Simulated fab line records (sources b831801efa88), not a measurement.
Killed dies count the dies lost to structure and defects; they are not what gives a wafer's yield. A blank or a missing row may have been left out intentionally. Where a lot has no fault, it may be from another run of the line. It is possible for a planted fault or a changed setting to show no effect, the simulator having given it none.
Matching of chambers || flow gf180mcu || GF_V4_CVD_02 on pecvd-04 has 3 sister chambers
The step deposits SiO2 from TEOS, target thk 850 nm, time 94.851 s. 6 wafers are shown with their chamber, then 8 later ones without.

## WAFERS WITH THEIR CHAMBER
{"wafer": "L083.1", "chamber": 0, "heater_power_w (W)": 860, "susceptor_temp_C (C)": 399.96}
{"wafer": "L086.1", "chamber": 2, "heater_power_w (W)": 585, "susceptor_temp_C (C)": 400.24}
{"wafer": "L086.6", "chamber": 0, "heater_power_w (W)": 688, "susceptor_temp_C (C)": 399.45}
{"wafer": "L087.4", "chamber": 2, "heater_power_w (W)": 559, "susceptor_temp_C (C)": 400.18}
{"wafer": "L087.5", "chamber": 1, "heater_power_w (W)": 747, "susceptor_temp_C (C)": 399.92}
{"wafer": "L092.3", "chamber": 1, "heater_power_w (W)": 633, "susceptor_temp_C (C)": 399.82}

## WAFERS WITH NO CHAMBER GIVEN
{"wafer": "L092.5", "heater_power_w (W)": 863, "susceptor_temp_C (C)": 400.21}
{"wafer": "L092.6", "heater_power_w (W)": 710, "susceptor_temp_C (C)": 399.84}
{"wafer": "L095.2", "heater_power_w (W)": 663, "susceptor_temp_C (C)": 400.14}
{"wafer": "L095.4", "heater_power_w (W)": 657, "susceptor_temp_C (C)": 399.68}
{"wafer": "L095.5", "heater_power_w (W)": 736, "susceptor_temp_C (C)": 399.82}
{"wafer": "L096.2", "heater_power_w (W)": 783, "susceptor_temp_C (C)": 399.96}
{"wafer": "L096.3", "heater_power_w (W)": 800, "susceptor_temp_C (C)": 399.99}
{"wafer": "L096.6", "heater_power_w (W)": 814, "susceptor_temp_C (C)": 400.05}

## WHICH CHAMBER EACH ONE RAN IN
{"wafer": "L092.5", "from the rows above": "can't be placed: 1 or 0 or 2", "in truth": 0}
{"wafer": "L092.6", "from the rows above": "can't be placed: 1 or 0", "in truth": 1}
{"wafer": "L095.2", "from the rows above": "can't be placed: 2 or 1 or 0", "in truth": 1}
{"wafer": "L095.4", "from the rows above": "can't be placed: 1 or 0 or 2", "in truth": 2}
{"wafer": "L095.5", "from the rows above": "can't be placed: 1 or 0", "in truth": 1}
{"wafer": "L096.2", "from the rows above": "can't be placed: 1 or 0 or 2", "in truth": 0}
{"wafer": "L096.3", "from the rows above": "can't be placed: 0 or 1 or 2", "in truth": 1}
{"wafer": "L096.6", "from the rows above": "can't be placed: 0 or 1 or 2", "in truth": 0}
Correctly placed: 0 of 8. Can't be placed from these rows: 8 (the true chamber is among the candidates in 8). Number placed wrongly: 0.
How it was worked out, from the rows above alone: a wafer's distance from a chamber is the root of the sum, over the readings, of the square of ((its reading less the chamber's mean) divided by the reading's scatter). If the next closest chamber is less than 2 further off than the closest, the wafer can't be placed; otherwise it belongs to the closest. For every chamber, the mean is computed from those of its wafers that are shown. The scatter: the root of (the sum of the squares of (reading less its chamber's mean) over the shown wafers, divided by (wafers less chambers)).
